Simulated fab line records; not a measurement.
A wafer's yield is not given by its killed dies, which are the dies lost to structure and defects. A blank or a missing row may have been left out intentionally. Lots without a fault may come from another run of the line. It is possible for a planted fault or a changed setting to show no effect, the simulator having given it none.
fab line records | flow gf180mcu
record lots=6 | wafers=17 | lastDay=34
route steps=602 shown PSD@258 NSD@262 SAB@264
lots that met no fault: taken from a fault-free run of the same line
startH: hours from the record's first day to the start of the lot's first wafer shown | waitH: hours since the lot's step before | " same as the row above | L1.1+2: several wafers, shown together as one row | - no value present, or no start provided | * or withheld: withheld | < > ~ a bound
route shown NAME@n: NAME is a module with steps in the file, n the number in the route of the first one | usual: mean/standard deviation of fault-free wafers | same: alike in all rows | chamber/n: place in a boat | sites: each site's reading | _std_site: their standard deviation | _edge_site: the outer-site mean with the inner-site mean subtracted | radiusMm: how far each site lies from the wafer's centre | mask NAME#n: copy n | behind: tool/chamber where the wafer was last shaped | hold: cause of the lot's hold/its duration in hours/its outcome | device: whichever transistor did not switch (one of n, p or np) | end of line: the route-end tests of the same wafers | a step given without rows: its recipe and nothing more | killed: the dies lost at the first sort to structure and to defects; this is not the yield of the wafer | map: a wafer's dies, marking killed ones x, the rest . and places with no die _
set.NAME: the run value of the setting; set.NAME@STEP: its run value at that earlier step | model.NAME: the simulator's own value behind a step, which no gauge read
lots at selected steps of the route; one table per step, one row per wafer
services: when a tool's chamber went out of use (startH, in hours from the record's first day, below 0 if earlier), for how many hours, and the reason
## steps
# step GF_PSD_STRIP_10
# recipe chemistry=O2/N2 | powerW=1400 | pressureMtorr=1500 | platenTempC=250 | o2FlowSccm=3000 | n2FlowSccm=300 | overashFraction=0.5
# usual drypumpMotorCurrentA=6.0/0.32 | heaterPowerW=340/27 | oesProductAu=0.592/0.0045 | stripTimeToEndpointS=16.53/0.039
lot.wafer | tool           | chamber | startH | waitH | drypumpMotorCurrentA | heaterPowerW | oesProductAu | rfHoursCounterH | stripTimeToEndpointS
L957.3    | plasmaAsher-03 | 0       | 354.82 | 0.1   | 5.8                  | 339          | 0.598        | -               | 16.53
L957.5    | "              | 1       | "      | "     | 6.4                  | 387          | 0.590        | -               | 16.56
L957.6    | "              | 0       | "      | "     | 5.8                  | 338          | 0.593        | -               | 16.55
L962.1    | plasmaAsher-01 | 1       | 393.44 | 0.1   | 5.4                  | 368          | 0.589        | 73              | 16.55
L962.2    | "              | 0       | "      | "     | 5.8                  | 304          | 0.589        | 73              | 16.56
L964.1    | plasmaAsher-03 | 0       | 407.14 | 0.1   | 5.7                  | 330          | 0.588        | 31              | 16.55
L964.3    | "              | 0       | "      | "     | 5.7                  | 332          | 0.591        | -               | 16.55
L964.6    | "              | 0       | "      | "     | 5.7                  | 331          | 0.593        | -               | 16.52
L970.2    | plasmaAsher-02 | 1       | 476.02 | 0.1   | 6.1                  | 321          | 0.583        | 68              | 16.53
L970.4    | "              | 0       | "      | "     | 6.2                  | 343          | 0.593        | -               | 16.51
L970.6    | "              | 1       | "      | "     | 6.1                  | 329          | 0.594        | -               | 16.48
L971.2    | plasmaAsher-01 | 0       | 476.79 | 0.1   | 5.8                  | 300          | 0.592        | 81              | 16.50
L971.4    | "              | 0       | "      | "     | 5.9                  | 292          | 0.581        | -               | 16.54
L971.6    | "              | 0       | "      | "     | 5.9                  | 301          | 0.590        | -               | 16.48
L973.1    | plasmaAsher-02 | 0       | 495.34 | 0.1   | 6.3                  | 340          | 0.585        | 70              | 16.51
L973.3    | "              | 1       | "      | "     | 6.2                  | 321          | 0.596        | -               | 16.54
L973.6    | "              | 1       | "      | "     | 6.2                  | 321          | 0.594        | -               | 16.59
# step GF_PSD_TW_MEAS_11
# usual PSD_TW=3180/31
lot.wafer | tool         | chamber | startH | waitH | PSD_TW
L957.3    | filmMetro-03 | -       | 354.91 | 0.1   | 3203
L957.5    | "            | -       | "      | "     | 3203
L957.6    | "            | -       | "      | "     | 3214
L962.1    | filmMetro-04 | -       | 393.54 | 0.1   | 3142
L962.2    | "            | -       | "      | "     | 3128
L964.1    | filmMetro-04 | -       | 407.24 | 0.1   | 3125
L964.3    | "            | -       | "      | "     | 3128
L964.6    | "            | -       | "      | "     | 3141
L970.2    | filmMetro-02 | -       | 476.13 | 0.1   | 3223
L970.4    | "            | -       | "      | "     | 3221
L970.6    | "            | -       | "      | "     | 3219
L971.2    | filmMetro-04 | -       | 476.90 | 0.1   | 3126
L971.4    | "            | -       | "      | "     | 3136
L971.6    | "            | -       | "      | "     | 3128
L973.1    | filmMetro-02 | -       | 495.44 | 0.1   | 3210
L973.3    | "            | -       | "      | "     | 3213
L973.6    | "            | -       | "      | "     | 3219
# step GF_PSD_CLEAN_12
# recipe chemistry=SC1/SC2 | mix=1:4:20 | tempC=70 | timeS=150 | dry=n2Spin
# step GF_PSD_RTA_13
# recipe tempC=1025 | timeS=20 | ambient=N2
# usual chamberO2Ppm=2.001/0.02 | lampPowerPct=33/3.7 | wafer_temp_C_max=1031.9/1.5
lot.wafer | tool         | chamber | startH | waitH | chamberO2Ppm | lampPowerPct | wafer_temp_C_max
L957.3    | rtpAnneal-01 | 0       | 355.03 | 0.0   | 1.997        | 38           | 1029.9
L957.5    | "            | 0       | "      | "     | 2.008        | 38           | 1029.3
L957.6    | "            | 0       | "      | "     | 2.019        | 38           | 1031.3
L962.1    | rtpAnneal-02 | 0       | 393.66 | 0.0   | 2.001        | 31           | 1033.2
L962.2    | "            | 0       | "      | "     | 1.976        | 31           | 1033.0
L964.1    | rtpAnneal-02 | 0       | 407.35 | 0.0   | 1.993        | 31           | 1031.0
L964.3    | "            | 0       | "      | "     | 2.002        | 31           | 1032.9
L964.6    | "            | 0       | "      | "     | 2.030        | 31           | 1032.1
L970.2    | rtpAnneal-01 | 0       | 476.25 | 0.0   | 2.040        | 38           | 1031.3
L970.4    | "            | 0       | "      | "     | 1.996        | 38           | 1029.4
L970.6    | "            | 0       | "      | "     | 1.984        | 38           | 1030.3
L971.2    | rtpAnneal-01 | 0       | 477.01 | 0.0   | 2.044        | 38           | 1030.9
L971.4    | "            | 0       | "      | "     | 2.004        | 38           | 1034.1
L971.6    | "            | 0       | "      | "     | 2.058        | 38           | 1030.5
L973.1    | rtpAnneal-02 | 0       | 495.55 | 0.0   | 1.989        | 31           | 1030.7
L973.3    | "            | 0       | "      | "     | 1.971        | 31           | 1032.5
L973.6    | "            | 0       | "      | "     | 1.978        | 31           | 1032.1
# step GF_PSD_RS_MEAS_14
# recipe thkMeasGauge=four-point-probe
# usual NSD_RS=46.17/0.11
lot.wafer | tool         | chamber | startH | waitH | NSD_RS[ohm/sq]
L957.3    | filmMetro-04 | -       | 355.12 | 0.1   | 46.32
L957.5    | "            | -       | "      | "     | 46.35
L957.6    | "            | -       | "      | "     | 46.30
L962.1    | filmMetro-03 | -       | 393.74 | 0.1   | 46.06
L962.2    | "            | -       | "      | "     | 46.02
L964.1    | filmMetro-04 | -       | 407.43 | 0.1   | 46.39
L964.3    | "            | -       | "      | "     | 46.30
L964.6    | "            | -       | "      | "     | 46.26
L970.2    | filmMetro-02 | -       | 476.34 | 0.1   | 45.95
L970.4    | "            | -       | "      | "     | 46.01
L970.6    | "            | -       | "      | "     | 45.92
L971.2    | filmMetro-02 | -       | 477.10 | 0.1   | 46.05
L971.4    | "            | -       | "      | "     | 46.15
L971.6    | "            | -       | "      | "     | 46.12
L973.1    | filmMetro-04 | -       | 495.63 | 0.1   | 46.26
L973.3    | "            | -       | "      | "     | 46.29
L973.6    | "            | -       | "      | "     | 46.27
# step GF_PSD_RS_MEAS_15
# recipe thkMeasGauge=four-point-probe
# usual PSD_RS=108.65/0.3
lot.wafer | tool         | chamber | startH | waitH | PSD_RS[ohm/sq]
L957.3    | filmMetro-04 | -       | 355.24 | 0.1   | 109.07
L957.5    | "            | -       | "      | "     | 108.85
L957.6    | "            | -       | "      | "     | 108.88
L962.1    | filmMetro-03 | -       | 393.86 | 0.1   | 108.43
L962.2    | "            | -       | "      | "     | 108.51
L964.1    | filmMetro-04 | -       | 407.55 | 0.1   | 109.19
L964.3    | "            | -       | "      | "     | 108.92
L964.6    | "            | -       | "      | "     | 108.94
L970.2    | filmMetro-02 | -       | 476.46 | 0.1   | 108.39
L970.4    | "            | -       | "      | "     | 108.26
L970.6    | "            | -       | "      | "     | 107.80
L971.2    | filmMetro-02 | -       | 477.22 | 0.1   | 108.47
L971.4    | "            | -       | "      | "     | 108.56
L971.6    | "            | -       | "      | "     | 108.66
L973.1    | filmMetro-04 | -       | 495.75 | 0.1   | 108.84
L973.3    | "            | -       | "      | "     | 108.82
L973.6    | "            | -       | "      | "     | 108.57
# step GF_SAB_CVD_00
# recipe material=SiO2 | targetThkNm=50 | precursor=TEOS | tempC=400 | timeS=4.9302 | rfW=600
# usual heaterPowerW=678/96 | susceptorTempC=399.99/0.22
lot.wafer | tool     | chamber | startH | waitH | heaterPowerW | susceptorTempC
L957.3    | pecvd-01 | 0       | 355.32 | 0.1   | 618          | 400.10
L957.5    | "        | 0       | "      | "     | 643          | 400.24
L957.6    | "        | 2       | "      | "     | 671          | 400.10
L962.1    | pecvd-01 | 2       | 393.98 | 0.1   | 665          | 400.28
L962.2    | "        | 0       | "      | "     | 629          | 400.01
L964.1    | pecvd-02 | 1       | 407.67 | 0.1   | 547          | 400.24
L964.3    | "        | 0       | "      | "     | 782          | 400.02
L964.6    | "        | 1       | "      | "     | 535          | 400.25
L970.2    | pecvd-02 | 1       | 476.56 | 0.1   | 552          | 399.60
L970.4    | "        | 2       | "      | "     | 633          | 399.96
L970.6    | "        | 0       | "      | "     | 854          | 400.32
L971.2    | pecvd-01 | 1       | 477.32 | 0.1   | 853          | 399.67
L971.4    | "        | 0       | "      | "     | 700          | 399.59
L971.6    | "        | 1       | "      | "     | 829          | 400.19
L973.1    | pecvd-03 | 2       | 495.87 | 0.1   | 675          | 399.98
L973.3    | "        | 1       | "      | "     | 592          | 399.61
L973.6    | "        | 2       | "      | "     | 696          | 399.63
# step GF_SAB_THK_MEAS_01
# recipe reads=SiO2_of_SAB_CVD_00
# usual SAB_CVD_00_THK=50.0/0.75
lot.wafer | tool         | chamber | startH | waitH | SAB_CVD_00_THK[nm]
L957.3    | filmMetro-03 | -       | 355.36 | 0.0   | 49.2
L957.5    | "            | -       | "      | "     | 50.4
L957.6    | "            | -       | "      | "     | 50.2
L962.1    | filmMetro-02 | -       | 394.00 | 0.0   | 49.9
L962.2    | "            | -       | "      | "     | 49.7
L964.1    | filmMetro-02 | -       | 407.69 | 0.0   | 49.7
L964.3    | "            | -       | "      | "     | 49.2
L964.6    | "            | -       | "      | "     | 50.8
L970.2    | filmMetro-01 | -       | 476.59 | 0.0   | 49.8
L970.4    | "            | -       | "      | "     | 48.9
L970.6    | "            | -       | "      | "     | 49.9
L971.2    | filmMetro-01 | -       | 477.35 | 0.0   | 49.1
L971.4    | "            | -       | "      | "     | 49.2
L971.6    | "            | -       | "      | "     | 49.7
L973.1    | filmMetro-03 | -       | 495.89 | 0.0   | 49.2
L973.3    | "            | -       | "      | "     | 49.2
L973.6    | "            | -       | "      | "     | 50.4
# step GF_SAB_DEHYDRATE_02
# recipe tempC=200 | timeS=60
# step GF_SAB_HMDS_03
# recipe primeTimeS=60 | primeTempC=120
# step GF_SAB_COAT_04
# recipe resist=NOVOLAK | spinRpm=3000 | resistThkNm=1000
# step GF_SAB_SOFTBAKE_05
# recipe tempC=90 | timeS=60 | resist=NOVOLAK
# step GF_SAB_EXPOSE_06
# recipe maskId=SAB | targetCdNm=420 | na=0.6 | sourceShape=conventional | sigmaOuter=0.6 | doseMj=140
# usual exposureDoseMJCm2=139.98/0.15 | stageVelMmS=500.01/0.23
lot.wafer | tool            | chamber | startH | waitH | mask  | exposureDoseMJCm2 | stageVelMmS
L957.3    | ilineStepper-01 | 0       | 368.87 | -     | SAB#0 | 139.91            | 499.98
L957.5    | "               | 0       | "      | "     | SAB#0 | 139.70            | 499.84
L957.6    | "               | 0       | "      | "     | SAB#0 | 139.84            | 500.05
L962.1    | ilineStepper-02 | 0       | 404.98 | -     | SAB#0 | 139.73            | 500.10
L962.2    | "               | 0       | "      | "     | SAB#0 | 140.01            | 499.63
L964.1    | ilineStepper-02 | 0       | 419.75 | -     | SAB#0 | 140.08            | 500.02
L964.3    | "               | 0       | "      | "     | SAB#0 | 139.79            | 500.05
L964.6    | "               | 0       | "      | "     | SAB#0 | 139.90            | 500.00
L970.2    | ilineStepper-02 | 0       | 488.42 | -     | SAB#0 | 140.02            | 499.94
L970.4    | "               | 0       | "      | "     | SAB#0 | 140.05            | 499.72
L970.6    | "               | 0       | "      | "     | SAB#0 | 139.77            | 499.86
L971.2    | ilineStepper-02 | 0       | 489.45 | -     | SAB#0 | 140.12            | 500.12
L971.4    | "               | 0       | "      | "     | SAB#0 | 139.85            | 499.92
L971.6    | "               | 0       | "      | "     | SAB#0 | 140.00            | 500.12
L973.1    | ilineStepper-01 | 0       | 507.25 | -     | SAB#0 | 140.05            | 499.92
L973.3    | "               | 0       | "      | "     | SAB#0 | 140.06            | 500.21
L973.6    | "               | 0       | "      | "     | SAB#0 | 139.86            | 500.21
# step GF_SAB_PEB_07
# recipe tempC=withheld | timeS=* | resist=NOVOLAK
# step GF_SAB_DEVELOP_08
# recipe developTimeS=60 | devTempC=23
# step GF_SAB_CD_MEAS_09
# recipe targetCdNm=420
# usual cdNm=419.5/2
lot.wafer | tool     | chamber | startH | waitH | cdNm
L957.3    | cdSem-02 | -       | 379.63 | 0.1   | 423.3
L957.5    | "        | -       | "      | "     | 420.9
L957.6    | "        | -       | "      | "     | 420.8
L962.1    | cdSem-02 | -       | 416.39 | 0.1   | 420.2
L962.2    | "        | -       | "      | "     | 420.9
L964.1    | cdSem-02 | -       | 431.78 | 0.1   | 421.5
L964.3    | "        | -       | "      | "     | 420.7
L964.6    | "        | -       | "      | "     | 424.3
L970.2    | cdSem-01 | -       | 500.01 | 0.1   | 417.4
L970.4    | "        | -       | "      | "     | 414.9
L970.6    | "        | -       | "      | "     | 415.8
L971.2    | cdSem-01 | -       | 501.42 | 0.1   | 420.0
L971.4    | "        | -       | "      | "     | 421.3
L971.6    | "        | -       | "      | "     | 420.7
L973.1    | cdSem-02 | -       | 518.70 | 0.1   | 418.1
L973.3    | "        | -       | "      | "     | 420.5
L973.6    | "        | -       | "      | "     | 420.9
# step GF_SAB_OVL_MEAS_10
# usual SAB_OVL=-1.1/1.4
lot.wafer | tool       | chamber | startH | waitH | SAB_OVL[nm]
L957.3    | overlay-01 | -       | 379.73 | 0.1   | 0.3
L957.5    | "          | -       | "      | "     | -0.7
L957.6    | "          | -       | "      | "     | 0.5
L962.1    | overlay-01 | -       | 416.51 | 0.1   | -7.6
L962.2    | "          | -       | "      | "     | 0.1
L964.1    | overlay-01 | -       | 431.90 | 0.1   | -7.5
L964.3    | "          | -       | "      | "     | 0.1
L964.6    | "          | -       | "      | "     | -6.0
L970.2    | overlay-01 | -       | 500.12 | 0.1   | -0.2
L970.4    | "          | -       | "      | "     | -2.5
L970.6    | "          | -       | "      | "     | -1.9
L971.2    | overlay-02 | -       | 501.53 | 0.1   | -2.0
L971.4    | "          | -       | "      | "     | -1.4
L971.6    | "          | -       | "      | "     | -2.5
L973.1    | overlay-01 | -       | 518.82 | 0.1   | -3.7
L973.3    | "          | -       | "      | "     | -1.8
L973.6    | "          | -       | "      | "     | -2.6
# step GF_SAB_ETCH_11
# recipe chemistry=C4F8/O2/Ar | maskMaterial=NOVOLAK | target=SiO2 | targetDepthNm=55 | sourceW=1500 | biasW=1200 | pressureMtorr=40 | c4f8FlowSccm=withheld | O2_flow_sccm=6 | Ar_flow_sccm=300 | timeS=8.5
# usual oesProductAu=1.002/0.0086
lot.wafer | tool       | chamber | startH | waitH | oesProductAu | rfHoursCounterH
L957.3    | rieDiel-02 | 3       | 379.75 | 0.0   | 1.023        | 39
L957.5    | "          | 1       | "      | "     | 1.004        | -
L957.6    | "          | 0       | "      | "     | 1.013        | -
L962.1    | rieDiel-04 | 3       | 416.55 | 0.0   | 1.001        | 7
L962.2    | "          | 2       | "      | "     | 0.989        | 15
L964.1    | rieDiel-03 | 0       | 431.94 | 0.0   | 0.997        | 93
L964.3    | "          | 2       | "      | "     | 1.014        | 4
L964.6    | "          | 3       | "      | "     | 1.002        | -
L970.2    | rieDiel-04 | 3       | 500.15 | 0.0   | 1.013        | 8
L970.4    | "          | 0       | "      | "     | 1.014        | 6
L970.6    | "          | 0       | "      | "     | 1.005        | -
L971.2    | rieDiel-02 | 1       | 501.56 | 0.0   | 1.005        | 3
L971.4    | "          | 1       | "      | "     | 1.004        | -
L971.6    | "          | 0       | "      | "     | 1.000        | -
L973.1    | rieDiel-02 | 0       | 518.86 | 0.0   | 0.998        | 78
L973.3    | "          | 3       | "      | "     | 0.998        | 43
L973.6    | "          | 1       | "      | "     | 1.014        | -
## services
tool            | chamber | startH | hours | kind
rieDiel-03      | 2       | 340.03 | 27.1  | repair
rieDiel-03      | 0       | 349.12 | 2.9   | repair
pecvd-02        | 2       | 351.55 | 11.6  | repair
plasmaAsher-02  | -       | 354.12 | 2.8   | pm
ilineStepper-02 | -       | 359.91 | 4.4   | pm
ilineStepper-02 | -       | 365.29 | 4.8   | repair
ilineStepper-01 | -       | 371.50 | 1.3   | repair
ilineStepper-01 | -       | 377.79 | 8.9   | pm
ilineStepper-02 | -       | 384.96 | 2.5   | repair
rieDiel-04      | -       | 388.65 | 0.3   | repair
ilineStepper-01 | -       | 389.44 | 13.2  | repair
plasmaAsher-03  | -       | 391.87 | 0.7   | repair
plasmaAsher-01  | -       | 402.60 | 7.5   | repair
ilineStepper-02 | -       | 402.65 | 1.7   | pm
rieDiel-04      | 1       | 416.48 | 4.3   | repair
pecvd-02        | -       | 454.31 | 2.5   | repair
ilineStepper-01 | -       | 469.92 | 2.2   | repair
ilineStepper-01 | -       | 486.71 | 1.7   | pm
plasmaAsher-02  | -       | 498.68 | 1.3   | repair
rieDiel-02      | 2       | 501.31 | 7.0   | repair
rieDiel-02      | 0       | 508.96 | 6.9   | repair
ilineStepper-01 | -       | 510.27 | 20.0  | repair
ilineStepper-01 | -       | 513.22 | 1.8   | repair
plasmaAsher-03  | -       | 515.50 | 14.6  | pm
## key
firstSign step=GF_SAB_OVL_MEAS_10 | reading=SAB_OVL | direction=down | sigmas=4.2 | usual=-1.1 | struck=-7.1
effect none on later readings
metAt GF_SAB_EXPOSE_06
struckWafers L962.1,L964.1,L964.6
testerLeftOut L962,L964
fault kind=processParameterDrift | tool=ilineStepper-02 | chamber=- | onsetH=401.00 | steps=GF_SAB_EXPOSE_06 | channel=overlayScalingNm | offset=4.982 | shape=step | endH=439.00 | scope=struckWafersOnly
# testerLeftOut: of these lots the tester's yield and bins aren't shown, on N5 and GAA mostly nor the transistor test; their killed dies are dies lost to structure and defects alone, not to doping, threshold or leakage, so they don't give the yield
